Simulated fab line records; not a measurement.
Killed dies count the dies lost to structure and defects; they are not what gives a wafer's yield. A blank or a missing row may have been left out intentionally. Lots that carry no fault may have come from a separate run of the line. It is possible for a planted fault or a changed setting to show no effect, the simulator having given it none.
Chamber matching :: flow sky130 :: 4 sister chambers for SKY_VIA1_CMP_24 on cmp-02
The step polishes, stops on SiO2, t overpolish 15 s, target thk 0 nm. 14 wafers are shown with their chamber, then 7 later ones without.

WAFERS WITH THEIR CHAMBER
wafer: L932.1
chamber: 1
motor-current-A (A): 10.0
overpolish-run-s (s): 14.995
time-to-endpoint-s (s): 64.8

wafer: L932.4
chamber: 0
motor-current-A (A): 10.9
overpolish-run-s (s): 14.993
time-to-endpoint-s (s): 66.4

wafer: L932.5
chamber: 2
motor-current-A (A): 11.0
overpolish-run-s (s): 15.000
time-to-endpoint-s (s): 62.4

wafer: L939.2
chamber: 3
motor-current-A (A): 10.8
overpolish-run-s (s): 15.022
time-to-endpoint-s (s): 66.8

wafer: L939.3
chamber: 0
motor-current-A (A): 11.0
overpolish-run-s (s): 15.000
time-to-endpoint-s (s): 67.2

wafer: L939.6
chamber: 1
motor-current-A (A): 9.9
overpolish-run-s (s): 14.998
time-to-endpoint-s (s): 68.6

wafer: L940.2
chamber: 0
motor-current-A (A): 10.8
overpolish-run-s (s): 14.998
time-to-endpoint-s (s): 67.5

wafer: L940.3
chamber: 2
motor-current-A (A): 11.0
overpolish-run-s (s): 15.008
time-to-endpoint-s (s): 70.3

wafer: L940.6
chamber: 0
motor-current-A (A): 10.7
overpolish-run-s (s): 15.010
time-to-endpoint-s (s): 68.3

wafer: L951.1
chamber: 3
motor-current-A (A): 11.7
overpolish-run-s (s): 15.011
time-to-endpoint-s (s): 65.0

wafer: L951.2
chamber: 0
motor-current-A (A): 11.2
overpolish-run-s (s): 15.019
time-to-endpoint-s (s): 67.9

wafer: L951.5
chamber: 1
motor-current-A (A): 9.4
overpolish-run-s (s): 14.979
time-to-endpoint-s (s): 68.2

wafer: L952.1
chamber: 1
motor-current-A (A): 9.4
overpolish-run-s (s): 15.005
time-to-endpoint-s (s): 64.1

wafer: L952.2
chamber: 0
motor-current-A (A): 10.9
overpolish-run-s (s): 14.996
time-to-endpoint-s (s): 65.5

SIGNATURES (means of the wafers above)
reading: motor-current-A
chamber 0: 10.917
chamber 1: 9.675
chamber 2: 11.000
chamber 3: 11.250
scatter within a chamber: 0.293

reading: overpolish-run-s
chamber 0: 15.00267
chamber 1: 14.99425
chamber 2: 15.00400
chamber 3: 15.01650
scatter within a chamber: 0.00971

reading: time-to-endpoint-s
chamber 0: 67.133
chamber 1: 66.425
chamber 2: 66.350
chamber 3: 65.900
scatter within a chamber: 2.32
Rule: a wafer lies at a distance from a chamber equal to the root of the sum of squares, over the readings, of (its reading less the chamber's mean, divided by the reading's scatter). The wafer belongs to the nearest chamber; if the next one is less than 2 further off, it can't be placed. The scatter is the square root of a quotient: the sum, over the shown wafers, of each reading's squared deviation from its chamber's mean, divided by wafers minus chambers.

WAFERS WITH NO CHAMBER GIVEN
wafer: L952.4
motor-current-A (A): 10.7
overpolish-run-s (s): 15.001
time-to-endpoint-s (s): 64.1

wafer: L953.1
motor-current-A (A): 10.4
overpolish-run-s (s): 15.001
time-to-endpoint-s (s): 66.8

wafer: L953.3
motor-current-A (A): 10.6
overpolish-run-s (s): 15.021
time-to-endpoint-s (s): 64.8

wafer: L953.4
motor-current-A (A): 9.8
overpolish-run-s (s): 14.997
time-to-endpoint-s (s): 67.6

wafer: L954.2
motor-current-A (A): 9.8
overpolish-run-s (s): 15.010
time-to-endpoint-s (s): 68.9

wafer: L954.5
motor-current-A (A): 11.0
overpolish-run-s (s): 15.011
time-to-endpoint-s (s): 63.7

wafer: L954.6
motor-current-A (A): 11.0
overpolish-run-s (s): 15.008
time-to-endpoint-s (s): 67.0

EACH ONE'S CHAMBER
wafer: L952.4
from the rows above: can't be placed: 2 or 0 or 3
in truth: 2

wafer: L953.1
from the rows above: can't be placed: 0 or 2 or 1 or 3
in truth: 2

wafer: L953.3
from the rows above: can't be placed: 3 or 2 or 0 or 1
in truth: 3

wafer: L953.4
from the rows above: 1
in truth: 1

wafer: L954.2
from the rows above: can't be placed: 1 or 0
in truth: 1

wafer: L954.5
from the rows above: can't be placed: 2 or 3 or 0
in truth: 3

wafer: L954.6
from the rows above: can't be placed: 2 or 0 or 3
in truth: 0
1 of 7 placed correctly. These rows do not allow placing 6 (true chamber among the candidates in 6). Number placed wrongly: 0.
